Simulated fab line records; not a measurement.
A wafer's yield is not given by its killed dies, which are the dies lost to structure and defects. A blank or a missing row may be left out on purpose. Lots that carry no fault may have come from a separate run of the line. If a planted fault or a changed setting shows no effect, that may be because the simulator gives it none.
fab line records / flow sfq-line
record lots=5 wafers=15 last-day=93
route steps=325 shown M1@62 I1@73
lots that met no fault: taken from a fault-free run of the same line
start-h: the number of hours between the record's first day and the start of the first shown wafer of the lot / wait-h: hours elapsed since this lot's preceding step / " the same as in the row above / L1.1+2: one row covering several wafers at once / - value missing, or start not given / * or withheld: withheld / < > ~ a bound
route shown NAME@n: a module of which the file shows steps, and the number in the route of the first / usual: the fault-free wafers' mean and standard deviation / same: alike in all rows / chamber/n: place in a boat / sites: the reading at each site / _std_site: the standard deviation of these / _edge_site: outer sites' mean less inner sites' / radius-mm: how far each site lies from the wafer's centre / mask NAME#n: copy n / behind: the last tool/chamber to shape the wafer / hold: cause of the lot's hold/its duration in hours/its outcome / device: the transistor (n, p or np) that didn't switch / end of line: tests run on the same wafers once the route is complete / where a step has no rows: the recipe by itself / killed: dies that structure and defects cost at the first sort, which is not the same as the wafer's yield / map: dies across one wafer; x = killed, . = not, _ = none there
set.NAME: the run value of the setting; set.NAME@STEP: its run value at that earlier step / model.NAME: the simulator's own value behind a step, which no gauge read
lots at some steps of the route; a table a step, a row a wafer
services: the hour from which a tool's chamber was out of use, counted from the record's first day as start-h (under 0 if before that day), plus the number of hours and why
## steps
# step SFQ_TRILAYER_M1_LITHO_COAT_044
# recipe resist=BARC spin-rpm=3000 resist-thk-nm=62
# step SFQ_TRILAYER_M1_LITHO_COAT_039
# recipe resist=KrF spin-rpm=3000 resist-thk-nm=600
# step SFQ_TRILAYER_M1_LITHO_SOFTBAKE_043
# recipe temp-c=withheld time-s=withheld resist=KrF
# step SFQ_TRILAYER_M1_LITHO_EXPOSE_040
# recipe mask-id=M1 na=0.6 source-shape=conventional sigma-outer=0.65 target-cd-nm=500 dose-mj=14.4
# step SFQ_TRILAYER_M1_LITHO_PEB_042
# recipe peb-temp-c=115 peb-time-s=60 resist=KrF
# step SFQ_TRILAYER_M1_LITHO_DEVELOP_041
# recipe time-s=60 resist=KrF
# step SFQ_M1_OVL_MEAS_911
# usual M1_OVL=1/4.9
lot.wafer=L395.1 tool=overlay-02 chamber=- start-h=482.02 wait-h=0.1 M1_OVL[nm]=7
lot.wafer=L395.4 tool=overlay-02 chamber=- start-h=482.02 wait-h=0.1 M1_OVL[nm]=5
lot.wafer=L395.5 tool=overlay-02 chamber=- start-h=482.02 wait-h=0.1 M1_OVL[nm]=1
lot.wafer=L399.1 tool=overlay-01 chamber=- start-h=519.22 wait-h=0.1 M1_OVL[nm]=0
lot.wafer=L399.2 tool=overlay-01 chamber=- start-h=519.22 wait-h=0.1 M1_OVL[nm]=1
lot.wafer=L399.3 tool=overlay-01 chamber=- start-h=519.22 wait-h=0.1 M1_OVL[nm]=7
lot.wafer=L406.1 tool=overlay-01 chamber=- start-h=620.27 wait-h=0.1 M1_OVL[nm]=-1
lot.wafer=L406.2 tool=overlay-01 chamber=- start-h=620.27 wait-h=0.1 M1_OVL[nm]=5
lot.wafer=L406.6 tool=overlay-01 chamber=- start-h=620.27 wait-h=0.1 M1_OVL[nm]=-3
lot.wafer=L411.1 tool=overlay-01 chamber=- start-h=626.27 wait-h=0.1 M1_OVL[nm]=1
lot.wafer=L411.2 tool=overlay-01 chamber=- start-h=626.27 wait-h=0.1 M1_OVL[nm]=8
lot.wafer=L411.6 tool=overlay-01 chamber=- start-h=626.27 wait-h=0.1 M1_OVL[nm]=0
lot.wafer=L417.2 tool=overlay-02 chamber=- start-h=633.48 wait-h=0.1 M1_OVL[nm]=-5
lot.wafer=L417.4 tool=overlay-02 chamber=- start-h=633.48 wait-h=0.1 M1_OVL[nm]=-3
lot.wafer=L417.5 tool=overlay-02 chamber=- start-h=633.48 wait-h=0.1 M1_OVL[nm]=-5
# step SFQ_TRILAYER_M1_BARC_OPEN_METAL_ETCH_054
# recipe mask-material=PR chemistry=O2 target-depth-nm=125 target=BARC icp-w=600 bias-w=80 pressure-mtorr=10 time-s=41.7
# usual chamber-pressure-mTorr=10.000/0.01 drypump-motor-current-A=5.9/0.35 oes-product-au=0.685/0.0041 rf-fwd-power-W=592.1/2.3
lot.wafer=L395.1 tool=rie-metal-03 chamber=0 start-h=482.06 wait-h=0.0 chamber-pressure-mTorr=10.021 drypump-motor-current-A=5.4 oes-product-au=0.689 rf-fwd-power-W=591.4 rf-hours-counter-h=103
lot.wafer=L395.4 tool=rie-metal-03 chamber=0 start-h=482.06 wait-h=0.0 chamber-pressure-mTorr=10.002 drypump-motor-current-A=5.4 oes-product-au=0.690 rf-fwd-power-W=590.2 rf-hours-counter-h=-
lot.wafer=L395.5 tool=rie-metal-03 chamber=0 start-h=482.06 wait-h=0.0 chamber-pressure-mTorr=9.999 drypump-motor-current-A=5.4 oes-product-au=0.691 rf-fwd-power-W=592.1 rf-hours-counter-h=-
lot.wafer=L399.1 tool=rie-metal-01 chamber=1 start-h=519.25 wait-h=0.0 chamber-pressure-mTorr=10.000 drypump-motor-current-A=5.9 oes-product-au=0.686 rf-fwd-power-W=592.2 rf-hours-counter-h=141
lot.wafer=L399.2 tool=rie-metal-01 chamber=0 start-h=519.25 wait-h=0.0 chamber-pressure-mTorr=9.998 drypump-motor-current-A=5.7 oes-product-au=0.683 rf-fwd-power-W=595.6 rf-hours-counter-h=52
lot.wafer=L399.3 tool=rie-metal-01 chamber=0 start-h=519.25 wait-h=0.0 chamber-pressure-mTorr=9.990 drypump-motor-current-A=5.7 oes-product-au=0.681 rf-fwd-power-W=594.8 rf-hours-counter-h=-
lot.wafer=L406.1 tool=rie-metal-03 chamber=0 start-h=620.31 wait-h=0.0 chamber-pressure-mTorr=10.003 drypump-motor-current-A=5.4 oes-product-au=0.681 rf-fwd-power-W=591.0 rf-hours-counter-h=122
lot.wafer=L406.2 tool=rie-metal-03 chamber=1 start-h=620.31 wait-h=0.0 chamber-pressure-mTorr=9.996 drypump-motor-current-A=6.3 oes-product-au=0.684 rf-fwd-power-W=591.7 rf-hours-counter-h=75
lot.wafer=L406.6 tool=rie-metal-03 chamber=1 start-h=620.31 wait-h=0.0 chamber-pressure-mTorr=9.986 drypump-motor-current-A=6.3 oes-product-au=0.679 rf-fwd-power-W=589.4 rf-hours-counter-h=-
lot.wafer=L411.1 tool=rie-metal-01 chamber=1 start-h=626.31 wait-h=0.0 chamber-pressure-mTorr=9.998 drypump-motor-current-A=5.9 oes-product-au=0.684 rf-fwd-power-W=590.6 rf-hours-counter-h=9
lot.wafer=L411.2 tool=rie-metal-01 chamber=0 start-h=626.31 wait-h=0.0 chamber-pressure-mTorr=9.996 drypump-motor-current-A=5.7 oes-product-au=0.690 rf-fwd-power-W=593.3 rf-hours-counter-h=67
lot.wafer=L411.6 tool=rie-metal-01 chamber=1 start-h=626.31 wait-h=0.0 chamber-pressure-mTorr=10.023 drypump-motor-current-A=5.9 oes-product-au=0.691 rf-fwd-power-W=590.6 rf-hours-counter-h=-
lot.wafer=L417.2 tool=rie-metal-04 chamber=1 start-h=633.51 wait-h=0.0 chamber-pressure-mTorr=10.029 drypump-motor-current-A=6.2 oes-product-au=0.689 rf-fwd-power-W=595.8 rf-hours-counter-h=136
lot.wafer=L417.4 tool=rie-metal-04 chamber=1 start-h=633.51 wait-h=0.0 chamber-pressure-mTorr=9.990 drypump-motor-current-A=6.2 oes-product-au=0.688 rf-fwd-power-W=594.4 rf-hours-counter-h=-
lot.wafer=L417.5 tool=rie-metal-04 chamber=1 start-h=633.51 wait-h=0.0 chamber-pressure-mTorr=9.992 drypump-motor-current-A=6.3 oes-product-au=0.684 rf-fwd-power-W=596.9 rf-hours-counter-h=-
# step SFQ_TRILAYER_M1_ETCH_METAL_ETCH_042
# recipe target=Nb stop-on=SiO2 mask-material=PR chemistry=Cl2/Ar target-depth-nm=240 icp-w=600 bias-w=80 pressure-mtorr=10 time-s=120
# usual chamber-pressure-mTorr=10.000/0.0088 drypump-motor-current-A=5.9/0.35 oes-product-au=0.896/0.0068 rf-fwd-power-W=595.8/2
lot.wafer=L395.1 tool=rie-metal-03 chamber=0 start-h=482.12 wait-h=0.0 chamber-pressure-mTorr=10.011 drypump-motor-current-A=5.5 oes-product-au=0.893 rf-fwd-power-W=595.3 rf-hours-counter-h=103
lot.wafer=L395.4 tool=rie-metal-03 chamber=0 start-h=482.12 wait-h=0.0 chamber-pressure-mTorr=10.005 drypump-motor-current-A=5.5 oes-product-au=0.897 rf-fwd-power-W=593.4 rf-hours-counter-h=-
lot.wafer=L395.5 tool=rie-metal-03 chamber=0 start-h=482.12 wait-h=0.0 chamber-pressure-mTorr=10.008 drypump-motor-current-A=5.5 oes-product-au=0.903 rf-fwd-power-W=592.3 rf-hours-counter-h=-
lot.wafer=L399.1 tool=rie-metal-01 chamber=1 start-h=519.31 wait-h=0.0 chamber-pressure-mTorr=10.001 drypump-motor-current-A=5.9 oes-product-au=0.906 rf-fwd-power-W=595.8 rf-hours-counter-h=141
lot.wafer=L399.2 tool=rie-metal-01 chamber=0 start-h=519.31 wait-h=0.0 chamber-pressure-mTorr=9.998 drypump-motor-current-A=5.7 oes-product-au=0.895 rf-fwd-power-W=593.5 rf-hours-counter-h=52
lot.wafer=L399.3 tool=rie-metal-01 chamber=0 start-h=519.31 wait-h=0.0 chamber-pressure-mTorr=9.988 drypump-motor-current-A=5.7 oes-product-au=0.898 rf-fwd-power-W=598.1 rf-hours-counter-h=-
lot.wafer=L406.1 tool=rie-metal-03 chamber=0 start-h=620.37 wait-h=0.0 chamber-pressure-mTorr=9.998 drypump-motor-current-A=5.4 oes-product-au=0.898 rf-fwd-power-W=595.6 rf-hours-counter-h=122
lot.wafer=L406.2 tool=rie-metal-03 chamber=1 start-h=620.37 wait-h=0.0 chamber-pressure-mTorr=10.010 drypump-motor-current-A=6.3 oes-product-au=0.900 rf-fwd-power-W=593.7 rf-hours-counter-h=75
lot.wafer=L406.6 tool=rie-metal-03 chamber=1 start-h=620.37 wait-h=0.0 chamber-pressure-mTorr=10.006 drypump-motor-current-A=6.3 oes-product-au=0.894 rf-fwd-power-W=595.2 rf-hours-counter-h=-
lot.wafer=L411.1 tool=rie-metal-01 chamber=1 start-h=626.37 wait-h=0.0 chamber-pressure-mTorr=10.005 drypump-motor-current-A=5.9 oes-product-au=0.896 rf-fwd-power-W=594.2 rf-hours-counter-h=9
lot.wafer=L411.2 tool=rie-metal-01 chamber=0 start-h=626.37 wait-h=0.0 chamber-pressure-mTorr=9.986 drypump-motor-current-A=5.8 oes-product-au=0.896 rf-fwd-power-W=594.6 rf-hours-counter-h=67
lot.wafer=L411.6 tool=rie-metal-01 chamber=1 start-h=626.37 wait-h=0.0 chamber-pressure-mTorr=10.013 drypump-motor-current-A=5.9 oes-product-au=0.897 rf-fwd-power-W=593.5 rf-hours-counter-h=-
lot.wafer=L417.2 tool=rie-metal-04 chamber=1 start-h=633.57 wait-h=0.0 chamber-pressure-mTorr=9.991 drypump-motor-current-A=6.2 oes-product-au=0.894 rf-fwd-power-W=600.2 rf-hours-counter-h=136
lot.wafer=L417.4 tool=rie-metal-04 chamber=1 start-h=633.57 wait-h=0.0 chamber-pressure-mTorr=10.012 drypump-motor-current-A=6.3 oes-product-au=0.883 rf-fwd-power-W=598.3 rf-hours-counter-h=-
lot.wafer=L417.5 tool=rie-metal-04 chamber=1 start-h=633.57 wait-h=0.0 chamber-pressure-mTorr=9.987 drypump-motor-current-A=6.2 oes-product-au=0.891 rf-fwd-power-W=599.0 rf-hours-counter-h=-
# step SFQ_TRILAYER_M1_STRIP_STRIP_043
# recipe gas=O2 power-w=200 platen-temp-c=40 overash-fraction=0.65 chemistry=O2 pressure-mtorr=50
# usual chamber-pressure-mTorr=50.00/0.046 drypump-motor-current-A=5.9/0.35 oes-product-au=1.002/0.0084
lot.wafer=L395.1 tool=rie-metal-03 chamber=0 start-h=482.24 wait-h=0.1 chamber-pressure-mTorr=50.01 drypump-motor-current-A=5.4 oes-product-au=0.996 rf-hours-counter-h=104
lot.wafer=L395.4 tool=rie-metal-03 chamber=0 start-h=482.24 wait-h=0.1 chamber-pressure-mTorr=50.00 drypump-motor-current-A=5.4 oes-product-au=0.996 rf-hours-counter-h=-
lot.wafer=L395.5 tool=rie-metal-03 chamber=0 start-h=482.24 wait-h=0.1 chamber-pressure-mTorr=49.96 drypump-motor-current-A=5.4 oes-product-au=0.986 rf-hours-counter-h=-
lot.wafer=L399.1 tool=rie-metal-01 chamber=1 start-h=519.44 wait-h=0.1 chamber-pressure-mTorr=50.01 drypump-motor-current-A=5.9 oes-product-au=0.991 rf-hours-counter-h=141
lot.wafer=L399.2 tool=rie-metal-01 chamber=0 start-h=519.44 wait-h=0.1 chamber-pressure-mTorr=50.12 drypump-motor-current-A=5.7 oes-product-au=0.996 rf-hours-counter-h=52
lot.wafer=L399.3 tool=rie-metal-01 chamber=0 start-h=519.44 wait-h=0.1 chamber-pressure-mTorr=49.97 drypump-motor-current-A=5.7 oes-product-au=1.002 rf-hours-counter-h=-
lot.wafer=L406.1 tool=rie-metal-03 chamber=0 start-h=620.49 wait-h=0.1 chamber-pressure-mTorr=50.12 drypump-motor-current-A=5.4 oes-product-au=0.991 rf-hours-counter-h=122
lot.wafer=L406.2 tool=rie-metal-03 chamber=1 start-h=620.49 wait-h=0.1 chamber-pressure-mTorr=50.04 drypump-motor-current-A=6.3 oes-product-au=0.998 rf-hours-counter-h=75
lot.wafer=L406.6 tool=rie-metal-03 chamber=1 start-h=620.49 wait-h=0.1 chamber-pressure-mTorr=50.01 drypump-motor-current-A=6.3 oes-product-au=1.005 rf-hours-counter-h=-
lot.wafer=L411.1 tool=rie-metal-01 chamber=1 start-h=626.49 wait-h=0.1 chamber-pressure-mTorr=49.94 drypump-motor-current-A=5.9 oes-product-au=0.994 rf-hours-counter-h=9
lot.wafer=L411.2 tool=rie-metal-01 chamber=0 start-h=626.49 wait-h=0.1 chamber-pressure-mTorr=50.00 drypump-motor-current-A=5.7 oes-product-au=0.997 rf-hours-counter-h=67
lot.wafer=L411.6 tool=rie-metal-01 chamber=1 start-h=626.49 wait-h=0.1 chamber-pressure-mTorr=50.03 drypump-motor-current-A=5.9 oes-product-au=0.986 rf-hours-counter-h=-
lot.wafer=L417.2 tool=rie-metal-04 chamber=1 start-h=633.69 wait-h=0.1 chamber-pressure-mTorr=50.11 drypump-motor-current-A=6.2 oes-product-au=1.016 rf-hours-counter-h=137
lot.wafer=L417.4 tool=rie-metal-04 chamber=1 start-h=633.69 wait-h=0.1 chamber-pressure-mTorr=50.06 drypump-motor-current-A=6.2 oes-product-au=1.015 rf-hours-counter-h=-
lot.wafer=L417.5 tool=rie-metal-04 chamber=1 start-h=633.69 wait-h=0.1 chamber-pressure-mTorr=49.91 drypump-motor-current-A=6.2 oes-product-au=1.011 rf-hours-counter-h=-
# step SFQ_TRILAYER_M1_STRIP_SOLV_CLEAN_044
# recipe chemistry=NMP temp-c=70 time-s=600
# step SFQ_TRILAYER_I1_DEP_PECVD_045
# recipe material=SiO2 temp-c=150 time-s=111.11 pressure-torr=2.4 rf-w=183.3 precursor=SiH4/N2O target-thk-nm=500
# usual heater-power-outer-w=31/5.9 heater-power-w=84/10 rf-fwd-power-W=182.6/0.62 throttle-valve-pct=24.2/1.2
lot.wafer=L395.1 tool=pecvd-01 chamber=1 start-h=483.02 wait-h=0.0 heater-power-outer-w=37 heater-power-w=97 rf-fwd-power-W=182.3 throttle-valve-pct=24.3
lot.wafer=L395.4 tool=pecvd-01 chamber=1 start-h=483.02 wait-h=0.0 heater-power-outer-w=38 heater-power-w=99 rf-fwd-power-W=182.0 throttle-valve-pct=24.0
lot.wafer=L395.5 tool=pecvd-01 chamber=0 start-h=483.02 wait-h=0.0 heater-power-outer-w=26 heater-power-w=78 rf-fwd-power-W=183.2 throttle-valve-pct=26.3
lot.wafer=L399.1 tool=pecvd-04 chamber=1 start-h=520.21 wait-h=0.0 heater-power-outer-w=29 heater-power-w=77 rf-fwd-power-W=182.7 throttle-valve-pct=25.0
lot.wafer=L399.2 tool=pecvd-04 chamber=0 start-h=520.21 wait-h=0.0 heater-power-outer-w=33 heater-power-w=85 rf-fwd-power-W=182.6 throttle-valve-pct=25.1
lot.wafer=L399.3 tool=pecvd-04 chamber=2 start-h=520.21 wait-h=0.0 heater-power-outer-w=31 heater-power-w=79 rf-fwd-power-W=183.8 throttle-valve-pct=26.3
lot.wafer=L406.1 tool=pecvd-04 chamber=0 start-h=621.27 wait-h=0.0 heater-power-outer-w=37 heater-power-w=93 rf-fwd-power-W=182.4 throttle-valve-pct=23.1
lot.wafer=L406.2 tool=pecvd-04 chamber=2 start-h=621.27 wait-h=0.0 heater-power-outer-w=30 heater-power-w=77 rf-fwd-power-W=182.5 throttle-valve-pct=24.3
lot.wafer=L406.6 tool=pecvd-04 chamber=1 start-h=621.27 wait-h=0.0 heater-power-outer-w=29 heater-power-w=81 rf-fwd-power-W=182.9 throttle-valve-pct=22.4
lot.wafer=L411.1 tool=pecvd-01 chamber=1 start-h=627.27 wait-h=0.0 heater-power-outer-w=39 heater-power-w=100 rf-fwd-power-W=182.3 throttle-valve-pct=24.3
lot.wafer=L411.2 tool=pecvd-01 chamber=2 start-h=627.27 wait-h=0.0 heater-power-outer-w=28 heater-power-w=86 rf-fwd-power-W=182.4 throttle-valve-pct=23.5
lot.wafer=L411.6 tool=pecvd-01 chamber=2 start-h=627.27 wait-h=0.0 heater-power-outer-w=30 heater-power-w=87 rf-fwd-power-W=182.7 throttle-valve-pct=23.5
lot.wafer=L417.2 tool=pecvd-01 chamber=1 start-h=634.49 wait-h=0.0 heater-power-outer-w=33 heater-power-w=94 rf-fwd-power-W=181.5 throttle-valve-pct=24.3
lot.wafer=L417.4 tool=pecvd-01 chamber=2 start-h=634.49 wait-h=0.0 heater-power-outer-w=25 heater-power-w=80 rf-fwd-power-W=181.3 throttle-valve-pct=23.3
lot.wafer=L417.5 tool=pecvd-01 chamber=0 start-h=634.49 wait-h=0.0 heater-power-outer-w=37 heater-power-w=93 rf-fwd-power-W=182.3 throttle-valve-pct=26.1
# step SFQ_TRILAYER_I1_CMP_CMP_046
# recipe material=SiO2 down-force-psi=3 platen-rpm=60 pad-velocity-m-s=0.94248
# usual motor-current-A=10.4/1.3 time-to-endpoint-s=217/6.7
lot.wafer=L395.4 tool=cmp-01 chamber=0 start-h=484.56 wait-h=1.5 motor-current-A=11.2 time-to-endpoint-s=220
lot.wafer=L395.1 tool=cmp-01 chamber=1 start-h=484.56 wait-h=1.5 motor-current-A=10.5 time-to-endpoint-s=218
lot.wafer=L395.5 tool=cmp-01 chamber=3 start-h=486.06 wait-h=3.0 motor-current-A=8.3 time-to-endpoint-s=218
lot.wafer=L399.3 tool=cmp-02 chamber=2 start-h=521.58 wait-h=1.3 motor-current-A=9.5 time-to-endpoint-s=216
lot.wafer=L399.1 tool=cmp-02 chamber=3 start-h=521.58 wait-h=1.3 motor-current-A=9.6 time-to-endpoint-s=214
lot.wafer=L399.2 tool=cmp-02 chamber=0 start-h=521.58 wait-h=1.3 motor-current-A=12.9 time-to-endpoint-s=215
lot.wafer=L406.2 tool=cmp-02 chamber=3 start-h=621.35 wait-h=0.0 motor-current-A=10.1 time-to-endpoint-s=214
lot.wafer=L406.1 tool=cmp-02 chamber=0 start-h=621.35 wait-h=0.0 motor-current-A=13.2 time-to-endpoint-s=121
lot.wafer=L406.6 tool=cmp-02 chamber=3 start-h=623.35 wait-h=2.0 motor-current-A=9.8 time-to-endpoint-s=223
lot.wafer=L411.1 tool=cmp-01 chamber=3 start-h=632.15 wait-h=4.8 motor-current-A=8.7 time-to-endpoint-s=217
lot.wafer=L411.2 tool=cmp-01 chamber=1 start-h=633.15 wait-h=5.8 motor-current-A=10.7 time-to-endpoint-s=217
lot.wafer=L411.6 tool=cmp-01 chamber=0 start-h=634.65 wait-h=7.3 motor-current-A=11.0 time-to-endpoint-s=225
lot.wafer=L417.4 tool=cmp-01 chamber=1 start-h=641.65 wait-h=7.1 motor-current-A=10.5 time-to-endpoint-s=218
lot.wafer=L417.2 tool=cmp-01 chamber=2 start-h=641.65 wait-h=7.1 motor-current-A=12.1 time-to-endpoint-s=206
lot.wafer=L417.5 tool=cmp-01 chamber=0 start-h=643.15 wait-h=8.6 motor-current-A=10.6 time-to-endpoint-s=214
# step SFQ_I1_BOW_MEAS_912
# recipe mode=bow
# usual I1_BOW=2/7.5
lot.wafer=L395.1 tool=film-metro-04 chamber=- start-h=487.06 wait-h=1.5 I1_BOW[um]=8
lot.wafer=L395.4 tool=film-metro-04 chamber=- start-h=487.06 wait-h=1.5 I1_BOW[um]=14
lot.wafer=L395.5 tool=film-metro-04 chamber=- start-h=487.06 wait-h=1.5 I1_BOW[um]=-2
lot.wafer=L399.1 tool=film-metro-02 chamber=- start-h=524.58 wait-h=2.0 I1_BOW[um]=7
lot.wafer=L399.2 tool=film-metro-02 chamber=- start-h=524.58 wait-h=2.0 I1_BOW[um]=9
lot.wafer=L399.3 tool=film-metro-02 chamber=- start-h=524.58 wait-h=2.0 I1_BOW[um]=14
lot.wafer=L406.1 tool=film-metro-04 chamber=- start-h=624.35 wait-h=2.0 I1_BOW[um]=-3
lot.wafer=L406.2 tool=film-metro-04 chamber=- start-h=624.35 wait-h=2.0 I1_BOW[um]=19
lot.wafer=L406.6 tool=film-metro-04 chamber=- start-h=624.35 wait-h=2.0 I1_BOW[um]=3
lot.wafer=L411.1 tool=film-metro-02 chamber=- start-h=635.15 wait-h=2.5 I1_BOW[um]=9
lot.wafer=L411.2 tool=film-metro-02 chamber=- start-h=635.15 wait-h=2.5 I1_BOW[um]=-7
lot.wafer=L411.6 tool=film-metro-02 chamber=- start-h=635.15 wait-h=2.5 I1_BOW[um]=2
lot.wafer=L417.2 tool=film-metro-04 chamber=- start-h=644.17 wait-h=1.5 I1_BOW[um]=2
lot.wafer=L417.4 tool=film-metro-04 chamber=- start-h=644.17 wait-h=1.5 I1_BOW[um]=-3
lot.wafer=L417.5 tool=film-metro-04 chamber=- start-h=644.17 wait-h=1.5 I1_BOW[um]=-8
## services
tool=cmp-02 chamber=- start-h=471.42 hours=1.6 kind=repair
tool=pecvd-04 chamber=- start-h=501.10 hours=12.0 kind=repair
tool=rie-metal-01 chamber=- start-h=501.83 hours=1.4 kind=pm
tool=rie-metal-04 chamber=1 start-h=504.60 hours=2.9 kind=repair
tool=rie-metal-03 chamber=- start-h=525.62 hours=2.8 kind=pm
tool=cmp-01 chamber=- start-h=533.24 hours=7.4 kind=repair
tool=rie-metal-01 chamber=1 start-h=533.25 hours=- kind=clean
tool=rie-metal-01 chamber=1 start-h=533.25 hours=25.2 kind=scheduled-down
tool=rie-metal-01 chamber=1 start-h=533.25 hours=25.2 kind=vent-cycle
tool=pecvd-01 chamber=0 start-h=556.89 hours=7.7 kind=repair
tool=pecvd-04 chamber=- start-h=563.75 hours=14.0 kind=pm
tool=pecvd-04 chamber=0 start-h=563.75 hours=14.0 kind=vent-cycle
tool=pecvd-04 chamber=1 start-h=563.75 hours=14.0 kind=vent-cycle
tool=pecvd-04 chamber=2 start-h=563.75 hours=14.0 kind=vent-cycle
tool=cmp-02 chamber=- start-h=572.06 hours=4.0 kind=pm
tool=cmp-02 chamber=- start-h=576.06 hours=- kind=consumable-replace:conditioner
tool=cmp-02 chamber=- start-h=576.06 hours=- kind=consumable-replace:pad
tool=pecvd-04 chamber=0 start-h=577.75 hours=- kind=clean
tool=pecvd-04 chamber=1 start-h=577.75 hours=- kind=clean
tool=pecvd-04 chamber=2 start-h=577.75 hours=- kind=clean
tool=cmp-02 chamber=- start-h=590.02 hours=1.3 kind=repair
tool=rie-metal-03 chamber=0 start-h=640.01 hours=8.3 kind=repair
## key
first-sign step=SFQ_TRILAYER_I1_CMP_CMP_046 reading=time-to-endpoint-s direction=down sigmas=14 usual=* struck=*
effect none on later readings
met-at SFQ_TRILAYER_I1_CMP_CMP_046
struck-wafers L406.1
onset-between 521.58 621.35
fault kind=process-parameter-drift tool=cmp-02 chamber=- onset-h=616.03 steps=SFQ_TRILAYER_I1_CMP_CMP_046 channel=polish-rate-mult offset=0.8 shape=step end-h=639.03 scope=struck-wafers-only
